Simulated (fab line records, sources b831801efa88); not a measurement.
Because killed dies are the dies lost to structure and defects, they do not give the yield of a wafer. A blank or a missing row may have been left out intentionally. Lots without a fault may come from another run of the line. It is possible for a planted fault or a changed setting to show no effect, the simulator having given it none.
Which of the tools did it? / flow gf180mcu / 7 lots (21 wafers sampled), 1 step of a 602-step route

## WHAT THE GAUGES READ, wafer by wafer
GF_HV_LDD_CD_MEAS_19 targets a cd of 400 nm.
lot=L428; measured=day 11 16:19; on=cd sem-01; cd nm (nm)=401.8 401.9 398.9
lot=L430; measured=day 12 03:26; on=cd sem-02; cd nm (nm)=399.1 398.3 399.3
lot=L433; measured=day 13 02:29; on=cd sem-02; cd nm (nm)=403.8 402.5 402.8
lot=L435; measured=day 13 19:38; on=cd sem-02; cd nm (nm)=395.1 395.8 396.9
lot=L437; measured=day 14 08:06; on=cd sem-01; cd nm (nm)=399.8 399.9 399.0
lot=L439; measured=day 14 19:48; on=cd sem-01; cd nm (nm)=401.7 404.1 404.3
lot=L441; measured=day 15 14:46; on=cd sem-01; cd nm (nm)=401.5 403.1 403.2

## EACH LOT AND THE TOOL THAT RAN IT (in order: tool; ch and the chambers of the sampled wafers; start)
Before these readings, the record contains no process step.

## THE ANSWER, worked out from the rows above alone
Rule: the lots themselves supply what counts as usual. Put in order of their means at a reading, lots are off if they are a third of the lots or fewer, leave a main group of 4 or more, and stand apart from it by a gap of 3 or more times the standard deviation of the main group's means; of several such gaps the widest counts. Not used: any main group whose means are identical at the precision the tables above print for the reading. A lot without any number at a reading at which 4 lots or more have one is off too. Any other lot the step has rows for is counted as sound.
Across all readings shown, no lot is off: no conclusion can be drawn from this.

## WHAT THE SIMULATOR HAD PUT IN
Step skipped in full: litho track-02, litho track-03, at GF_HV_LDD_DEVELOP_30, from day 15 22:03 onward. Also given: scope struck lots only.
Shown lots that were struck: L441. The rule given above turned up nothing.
